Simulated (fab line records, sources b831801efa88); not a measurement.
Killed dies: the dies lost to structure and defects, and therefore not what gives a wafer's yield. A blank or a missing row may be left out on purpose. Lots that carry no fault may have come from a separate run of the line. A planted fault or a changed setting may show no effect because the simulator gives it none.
A lot that was struck, set against a sound lot || flow sky130 || 22 steps out of a route of 708
Sound: these wafers, L243.1, L243.2, L243.3. The struck wafers were L249.1, L249.3, L249.4. The cause is given at the end.
Each step with rows lists, per side, the tool, then ch with its chambers, then its first start. Under that, the readings that differ: sound wafers || struck wafers || difference of the means || sigmas: that difference in standard deviations of wafers without a fault.
alike: a reading whose means differ by less than 2 such deviations, as well as words and numbers matching on both sides. not compared: withheld readings; readings where some wafer has no value; bounds like >300 that might hide an equal value; numbers whose values overlap and for which the record gives no deviation.
A row with sigmas, a row that says differs or no value, or rows on one side alone: a step with any of these is where the two part. Non-overlapping numbers with no deviation appear without sigmas and do not part them. A reading missing from all wafers of one side parts the sides only when that side holds two or more wafers.

first, 1 step without rows for these wafers: SKY_POLY_GATE_OXIDATION_20 (stabilise 600 s, purge 300 s, target thk 4 nm).
SKY_POLY_GATE_THK_MEAS_21:
  sound on film metro-04 at day 18 01:43; struck on film metro-01 at day 20 14:35
  alike: POLY_GATE_OXIDATION_THK
SKY_POLY_GATE_CD_MEAS_22:
  sound on cd sem-01 at day 18 01:46; struck on cd sem-02 at day 20 14:39
  alike: cd nm
then, 7 steps without rows for these wafers: SKY_LDD_N_DEHYDRATE_00 (time 60 s); SKY_LDD_N_HMDS_01 (prime time 60 s); SKY_LDD_N_COAT_02 (resist thk 300 nm); SKY_LDD_N_SOFTBAKE_03 (time 60 s); SKY_LDD_N_EXPOSE_04 (exposes mask NTM, target cd 840 nm); SKY_LDD_N_PEB_05; SKY_LDD_N_DEVELOP_06 (develop time 60 s).
SKY_LDD_N_OVL_MEAS_07:
  sound on overlay-02 at day 19 07:59; struck on overlay-01 at day 21 21:13
  alike: LDD_N_OVL
following that, these wafers have no rows for 1 step: SKY_LDD_N_IMPLANT_08.
SKY_LDD_N_IMPLANT_09:
  sound on implanter-04 ch 0, day 19 08:10; struck on implanter-02 ch 0, day 21 21:24
{"reading": "dose ions cm2", "sound": "7.512e+13 7.499e+13 7.498e+13", "struck": "1.229e+13 1.238e+13 1.238e+13", "difference": -6.268e+13, "sigmas": "-99 or more"}
{"reading": "faraday current uA", "sound": "431 429 436", "struck": "70 72 71", "difference": -361, "sigmas": -43}
  alike: end station pressure torr
then, 6 steps without rows for these wafers: SKY_LDD_N_IMPLANT_10; SKY_LDD_N_IMPLANT_11; SKY_LDD_N_IMPLANT_12; SKY_LDD_N_IMPLANT_13; SKY_LDD_N_IMPLANT_14; SKY_LDD_N_IMPLANT_15.
SKY_LDD_N_STRIP_16: strips in O2/N2.
  sound on plasma asher-01 ch 0,1, day 19 09:13; struck on plasma asher-03 ch 0,1, day 21 22:27
{"reading": "drypump motor current A (A)", "sound": "6.14 6.70 6.70", "struck": "5.78 5.72 5.81", "difference": -0.74, "sigmas": -2}
{"reading": "strip time to endpoint s (s)", "sound": "4.313 4.337 4.313", "struck": "4.151 4.176 4.168", "difference": -0.156, "sigmas": -11}
  alike: o2 flow sccm, oes product au
  not compared: rf hours counter h
SKY_LDD_N_TW_MEAS_17:
  sound on film metro-02 at day 19 09:19; struck on film metro-02 at day 21 22:46
{"reading": "LDD_N_TW", "sound": "2551 2562 2568", "struck": "2451 2445 2445", "difference": -113, "sigmas": -5}
  not compared: hold
-- the record jumps here: 26 days lie between the struck wafers' starts before and after (it left off in module LDD_N and takes up again in module PAD_OPEN, whose first step shown is number 708 of the route) --
SKY_PAD_OPEN_PROBE_99:
  sound on prober-01 at day 46 19:59; struck on prober-02 at day 48 10:10
{"reading": "model.etest.tip n.rs ohm sq", "sound": "439.9 443.1 442.1", "struck": "511.5 511.7 514", "difference": "+70.7", "sigmas": ""}
{"reading": "model.etest.nfet_01v8.r on ohm um", "sound": "855.6 851.6 832.3", "struck": "877 889.6 893.2", "difference": "+40", "sigmas": ""}
{"reading": "model.etest.nfet_01v8_swapped.drive ua um", "sound": "481.8 487.9 496.8", "struck": "474 468.3 460", "difference": -21, "sigmas": ""}
{"reading": "model.etest.nfet_01v8_swapped.vt sat v (V)", "sound": "0.6583 0.6513 0.6516", "struck": "0.6775 0.6778 0.6867", "difference": "+0.0269", "sigmas": ""}
{"reading": "model.etest.nfet_01v8_turned.vt v (V)", "sound": "0.709 0.699 0.7022", "struck": "0.7195 0.717 0.7261", "difference": "+0.0175", "sigmas": ""}
  alike: killed_at_M0_to_M3, killed_at_M4_up, killed at contacts, killed at front end, killed at other, killed dies, killed open, killed short

== WHERE THEY PART ==
At SKY_LDD_N_IMPLANT_09 first; at SKY_LDD_N_TW_MEAS_17 last (within this record only). Later steps at which nothing parts them and some readings are alike: SKY_PAD_OPEN_PROBE_99.

WHY: whatever the simulator had introduced
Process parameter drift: implanter-02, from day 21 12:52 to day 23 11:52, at SKY_LDD_N_IMPLANT_09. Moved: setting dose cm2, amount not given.
